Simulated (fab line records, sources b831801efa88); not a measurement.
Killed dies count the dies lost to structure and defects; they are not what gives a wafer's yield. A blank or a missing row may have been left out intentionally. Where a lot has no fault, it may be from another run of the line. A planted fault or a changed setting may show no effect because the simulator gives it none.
One fault through the eyes of 2 desks -- flow sfq_line -- only its own numbers are on each desk; what lay behind them is given at the end

== THE TOOL OWNER'S DESK: rie_metal-03 ==
The tool's own readings at SFQ_TRILAYER_M5_BARC_OPEN_METAL_ETCH_161 (etches BARC in O2, target depth 125 nm, time 41.7 s): means of the sampled wafers that have a number, for each lot that ran on this tool. A lot is out of limits, marked OUT, if its mean lies more than 4 standard deviations from the usual mean; the brackets give that distance.
Columns: A = chamber_pressure_mTorr at SFQ_TRILAYER_M5_BARC_OPEN_METAL_ETCH_161, usual 10.000 mTorr; B = drypump_motor_current_A at SFQ_TRILAYER_M5_BARC_OPEN_METAL_ETCH_161, usual 6.1 A; C = oes_product_au at SFQ_TRILAYER_M5_BARC_OPEN_METAL_ETCH_161, usual 0.685 a.u.; D = rf_fwd_power_W at SFQ_TRILAYER_M5_BARC_OPEN_METAL_ETCH_161, usual 593.5 W
lot,first seen here,A,B,C,D
L613,day 46 05:07,9.989,6.1,0.685,594.5
L622,day 50 05:06,10.008,6.4,0.684,593.9
L626,day 51 07:17,10.002,6.1,0.684,594.1
This desk's verdict: no lot among the 3 shows anything out of limits.

== FROM THE METROLOGY DESK ==
Lot by lot, what the gauges showed, no matter which tool ran the lot: averages of those sampled wafers that carry a number. A lot is out of limits, marked OUT, if its mean lies more than 4 standard deviations from the usual mean; the brackets give that distance.
Columns: A = M5_OVL at SFQ_M5_OVL_MEAS_932, usual 0 nm
lot,first seen here,A
L613,day 46 05:04,7
L617,day 48 17:03,8
L622,day 50 05:04,-9
L626,day 51 07:16,-1
L632,day 52 20:48,-4
L633,day 53 04:00,1
This desk's verdict: no lot among the 6 shows anything out of limits.

== TAKEN TOGETHER ==
Nothing out of limits was seen by the tool owner's desk.
At the metrology desk, nothing out of limits was observed.

== WHAT THE SIMULATOR PUT IN ==
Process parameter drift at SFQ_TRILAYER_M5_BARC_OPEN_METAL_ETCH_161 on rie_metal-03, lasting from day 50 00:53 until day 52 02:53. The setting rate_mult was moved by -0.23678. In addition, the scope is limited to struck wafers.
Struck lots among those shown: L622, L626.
